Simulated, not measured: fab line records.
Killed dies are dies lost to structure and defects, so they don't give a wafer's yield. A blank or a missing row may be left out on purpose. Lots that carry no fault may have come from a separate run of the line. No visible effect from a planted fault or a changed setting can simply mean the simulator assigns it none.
Matching of chambers    flow sfq-line    SFQ_TRILAYER_I7_CMP_CMP_184 on cmp-01 has 4 sister chambers
The step polishes SiO2. 4 wafers are shown with their chamber, then 7 later ones without.

== EACH WAFER AND ITS CHAMBER ==
wafer   chamber  motor-current-A (A)
L962.3  0        11.7
L968.4  3        10.6
L973.3  2        10.4
L973.4  1        8.9

== WAFERS WITH NO CHAMBER GIVEN ==
wafer   motor-current-A (A)
L973.5  11.2
L976.4  11.2
L976.2  8.7
L976.5  10.0
L979.1  9.3
L979.2  11.5
L979.6  10.6

== THE CHAMBER EACH PASSED THROUGH ==
wafer   from the rows above           in truth
L973.5  can't be placed: 0 or 3 or 2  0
L976.4  can't be placed: 0 or 3 or 2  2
L976.2  1                             1
L976.5  can't be placed: 2 or 3 or 1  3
L979.1  can't be placed: 1 or 2       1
L979.2  can't be placed: 0 or 3       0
L979.6  can't be placed: 3 or 2       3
1 of 7 placed correctly. These rows do not allow placing 6 (true chamber among the candidates in 6). Wrongly placed: 0.
How it was worked out, from the rows above alone: a wafer's distance from a chamber is the root of the sum, over the readings, of the square of ((its reading less the chamber's mean) divided by the reading's scatter). If the next closest chamber is less than 2 further off than the closest, the wafer can't be placed; otherwise it belongs to the closest. The mean given for a chamber averages the wafers shown for that chamber. The scatter: with one shown wafer a chamber, the root of the mean of the squares of how far each hidden wafer lies from its nearest shown one.
